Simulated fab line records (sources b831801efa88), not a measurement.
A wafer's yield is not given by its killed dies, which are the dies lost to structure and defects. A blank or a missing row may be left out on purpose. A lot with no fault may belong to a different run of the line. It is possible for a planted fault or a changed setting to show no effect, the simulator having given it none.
A single fault, viewed from 2 desks / flow sky130 / every desk sees just its own numbers, and what lay behind them comes last

## THE TOOL OWNER'S DESK: rie_diel-01
The tool's own readings at SKY_LI_CONTACT_ETCH_14 (etches BARC in N2/H2, stops on SiO2, time 45.9 s, target depth 60 nm): means of the sampled wafers that have a number, for each lot that ran on this tool. Any lot whose mean is over 4 standard deviations away from the usual mean is out of limits and marked OUT; that distance is given in the brackets.
Columns: A = drypump_motor_current_A at SKY_LI_CONTACT_ETCH_14, usual 5.7 A; B = oes_product_au at SKY_LI_CONTACT_ETCH_14, usual 0.853 a.u.; C = throttle_valve_pct at SKY_LI_CONTACT_ETCH_14, usual 13.224 %
lot=L949; first seen here=day 30 04:08; A=5.6; B=0.851; C=13.225
lot=L954; first seen here=day 31 07:53; A=5.6; B=0.849; C=13.218
lot=L965; first seen here=day 34 11:26; A=5.8; B=0.855; C=13.227
lot=L971; first seen here=day 36 12:17; A=5.8; B=0.852; C=13.229
This desk's verdict: no lot among the 4 shows anything out of limits.

## METROLOGY DESK
What the gauges read, lot by lot, whatever tool the lot ran on: means of the sampled wafers that have a number. Any lot whose mean is over 4 standard deviations away from the usual mean is out of limits and marked OUT; that distance is given in the brackets.
Columns: A = METAL5_ALCU_THK at SKY_METAL5_THK_MEAS_06, usual 1147 nm
lot=L948; first seen here=day 42 22:54; A=1170
lot=L949; first seen here=day 43 13:02; A=1145
lot=L954; first seen here=day 44 13:20; A=1141
lot=L960; first seen here=day 45 20:58; A=1130
lot=L964; first seen here=day 46 18:48; A=1141
lot=L965; first seen here=day 47 03:11; A=1167
lot=L966; first seen here=day 47 05:54; A=1128
lot=L967; first seen here=day 47 11:02; A=1153
lot=L968; first seen here=day 48 01:18; A=1165
lot=L969; first seen here=day 48 14:20; A=1145
lot=L971; first seen here=day 48 15:03; A=1141
lot=L970; first seen here=day 48 15:19; A=1138
This desk's verdict: no lot among the 12 shows anything out of limits.

## TAKEN TOGETHER
The tool owner's desk saw nothing out of limits.
Nothing out of limits was seen by the metrology desk.

## WHAT THE SIMULATOR PUT IN
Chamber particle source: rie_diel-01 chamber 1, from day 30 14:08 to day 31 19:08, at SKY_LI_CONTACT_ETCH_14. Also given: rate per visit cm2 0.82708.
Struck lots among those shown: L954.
